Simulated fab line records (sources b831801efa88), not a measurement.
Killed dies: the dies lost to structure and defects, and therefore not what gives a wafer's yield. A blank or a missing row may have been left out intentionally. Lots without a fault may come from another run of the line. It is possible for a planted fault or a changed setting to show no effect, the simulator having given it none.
Which tool is to blame? -- flow gf180mcu -- 31 wafers from 11 lots sampled at 6 of the route's 602 steps

== WHAT EACH GAUGE READ, for each wafer ==
GF_CONTACT_CD_MEAS_14: the cd target is 220 nm.
lot,measured,on,cd-nm (nm)
L156,day 15 19:28,cd-sem-01,218.7 219.0 219.0
L157,day 16 10:48,cd-sem-02,218.4 219.6 217.9
L158,day 16 11:46,cd-sem-02,218.1 218.6 219.0
L161,day 17 11:14,cd-sem-01,220.3 221.0 220.1
L165,day 19 09:50,cd-sem-02,220.5 219.0 220.9
L166,day 19 10:17,cd-sem-01,217.1 219.6 218.2
L167,day 19 17:28,cd-sem-01,219.6 220.4 219.8
L168,day 20 01:43,cd-sem-02,222.2 221.8 222.1
L176,day 22 23:10,cd-sem-02,220.6 219.5
L177,day 23 10:47,cd-sem-02,219.4 219.6
L178,day 23 11:46,cd-sem-01,219.3 220.3 219.4

GF_M1_RS_MEAS_05: measurement is done with a four-point probe.
lot,measured,on,M1_ALCU_RS (ohm/sq)
L156,day 15 21:01,film-metro-01,0.0708 0.0709 0.0707
L157,day 16 12:19,film-metro-03,0.0704 0.0702 0.0692
L158,day 16 13:18,film-metro-01,0.0705 0.0708 0.0701
L161,day 17 12:45,film-metro-03,0.0700 0.0700 0.0701
L165,day 19 11:22,film-metro-03,0.0701 0.0689 0.0705
L166,day 19 11:49,film-metro-01,0.0701 0.0712 0.0703
L167,day 19 19:01,film-metro-01,0.0699 0.0678 0.0683
L168,day 20 03:32,film-metro-04,0.0702 0.0707 0.0703
L176,day 23 00:41,film-metro-01,0.1116 0.1097
L177,day 23 12:19,film-metro-03,0.1107 0.0686
L178,day 23 13:17,film-metro-04,0.0697 0.0701 0.0696

GF_M1_THK_MEAS_06: measures by xrf.
lot,measured,on,M1_ALCU_THK (nm)
L156,day 15 21:08,film-metro-01,444 441 442
L157,day 16 12:26,film-metro-03,452 454 459
L158,day 16 13:25,film-metro-01,447 444 450
L161,day 17 12:52,film-metro-03,455 455 453
L165,day 19 11:28,film-metro-03,456 464 452
L166,day 19 11:56,film-metro-01,446 442 445
L167,day 19 19:07,film-metro-01,450 460 459
L168,day 20 03:39,film-metro-04,443 440 442
L176,day 23 00:47,film-metro-01,284 288
L177,day 23 12:25,film-metro-03,289 461
L178,day 23 13:25,film-metro-04,448 447 452

== TOOL THAT RAN EACH LOT (tool first, then ch and the chambers of the sampled wafers, then the start) ==
lot,GF_CONTACT_STRIP_18,GF_CONTACT_CVD_24,GF_M1_SPUTTER_02
L156,"plasma-asher-01 ch 0,1, day 15 19:47","cvd-w-02 ch 0,1, day 15 20:12","pvd-sputter-04, day 15 20:56"
L157,"plasma-asher-04 ch 0,1, day 16 11:06","cvd-w-02 ch 0,1, day 16 11:30","pvd-sputter-02, day 16 12:13"
L158,"plasma-asher-02 ch 0,1, day 16 12:05","cvd-w-01 ch 0,1, day 16 12:29","pvd-sputter-04, day 16 13:13"
L161,"plasma-asher-04 ch 0,1, day 17 11:33","cvd-w-02 ch 0,1, day 17 11:57","pvd-sputter-04, day 17 12:40"
L165,"plasma-asher-01 ch 0,1, day 19 10:09","cvd-w-01 ch 0,1, day 19 10:33","pvd-sputter-03, day 19 11:14"
L166,"plasma-asher-02 ch 1, day 19 10:36","cvd-w-02 ch 0,1, day 19 11:00","pvd-sputter-02, day 19 11:43"
L167,"plasma-asher-04 ch 0,1, day 19 17:46","cvd-w-01 ch 0,1, day 19 18:10","pvd-sputter-03, day 19 18:53"
L168,"plasma-asher-02 ch 0,1, day 20 02:02","cvd-w-01 ch 0,1, day 20 02:32","pvd-sputter-04, day 20 03:26"
L176,"plasma-asher-01 ch 0,1, day 22 23:28","cvd-w-02 ch 0,1, day 22 23:53","pvd-sputter-02, day 23 00:33"
L177,"plasma-asher-01 ch 0, day 23 11:06","cvd-w-01 ch 1, day 23 11:31","pvd-sputter-02, day 23 12:11"
L178,"plasma-asher-01 ch 0, day 23 12:05","cvd-w-02 ch 0,1, day 23 12:29","pvd-sputter-04, day 23 13:12"
- GF_CONTACT_STRIP_18: strips in O2/N2.
- GF_CONTACT_CVD_24: deposits W, target thk 300 nm, time 90.339 s.
- GF_M1_SPUTTER_02: material AlCu, target thk 450 nm, time 23.9 s.

== WHAT THE TOOLS THEMSELVES READ (means of the sampled wafers that have a number; where no wafer has one, the mark that the record gives instead) ==
GF_CONTACT_STRIP_18.
lot,tool,drypump-motor-current-A (A),heater-power-w (W),o2-flow-sccm (sccm),oes-product-au (a.u.)
L156,plasma-asher-01,5.73,375,3017,0.581
L157,plasma-asher-04,5.75,323,2998,0.579
L158,plasma-asher-02,5.83,314,2980,0.575
L161,plasma-asher-04,5.76,319,3004,0.577
L165,plasma-asher-01,5.84,344,3001,0.580
L166,plasma-asher-02,5.18,291,3003,0.579
L167,plasma-asher-04,5.76,322,3003,0.582
L168,plasma-asher-02,5.51,299,3005,0.576
L176,plasma-asher-01,5.78,350,3002,0.585
L177,plasma-asher-01,5.93,331,2991,0.581
L178,plasma-asher-01,5.89,334,3001,0.577

GF_CONTACT_CVD_24.
lot,tool,heater-power-w (W)
L156,cvd-w-02,939
L157,cvd-w-02,951
L158,cvd-w-01,945
L161,cvd-w-02,945
L165,cvd-w-01,891
L166,cvd-w-02,884
L167,cvd-w-01,930
L168,cvd-w-01,897
L176,cvd-w-02,912
L177,cvd-w-01,972
L178,cvd-w-02,890

GF_M1_SPUTTER_02.
lot,tool,throttle-valve-pct (%)
L156,pvd-sputter-04,30.6
L157,pvd-sputter-02,29.9
L158,pvd-sputter-04,30.8
L161,pvd-sputter-04,31.0
L165,pvd-sputter-03,30.7
L166,pvd-sputter-02,30.7
L167,pvd-sputter-03,30.0
L168,pvd-sputter-04,30.7
L176,pvd-sputter-02,29.6
L177,pvd-sputter-02,29.6
L178,pvd-sputter-04,30.6

== THE ANSWER, worked out from the rows above alone ==
Rule: what is usual is taken from the lots themselves. Put in order of their means at a reading, lots are off if they are a third of the lots or fewer, leave a main group of 4 or more, and stand apart from it by a gap of 3 or more times the standard deviation of the main group's means; of several such gaps the widest counts. The tables above print the reading to a certain number of digits; a main group whose means all agree to those digits is not used. Also off: a lot with no number at a reading for which 4 or more lots have one. The other lots that the step has rows for count as sound. Order of review: gauges by route order, followed by the tools' own readings, for which a lot's mean as printed above is used. At the first step where some lot is off, the reading lying furthest off is the one used; lots without a number count as furthest.
Off: L176, L177, seen at GF_M1_RS_MEAS_05 (M1_ALCU_RS). Main group: mean 0.0701 ohm/sq, sd 0.00059.
A tool fits if, at a process step before that reading, it ran every lot that is off, and no sound lot after the first of them. Gauges at GF_M1_RS_MEAS_05: tried the same way as those tools. One candidate fits, namely pvd-sputter-02 at GF_M1_SPUTTER_02. A fault onset in the window from L166 (day 19 11:43, its last sound lot) to L176 (day 23 00:33, its first lot off) fits.

== WHAT THE SIMULATOR HAD PUT IN ==
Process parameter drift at GF_M1_SPUTTER_02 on pvd-sputter-02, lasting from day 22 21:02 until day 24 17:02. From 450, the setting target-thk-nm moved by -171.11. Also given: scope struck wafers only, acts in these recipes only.
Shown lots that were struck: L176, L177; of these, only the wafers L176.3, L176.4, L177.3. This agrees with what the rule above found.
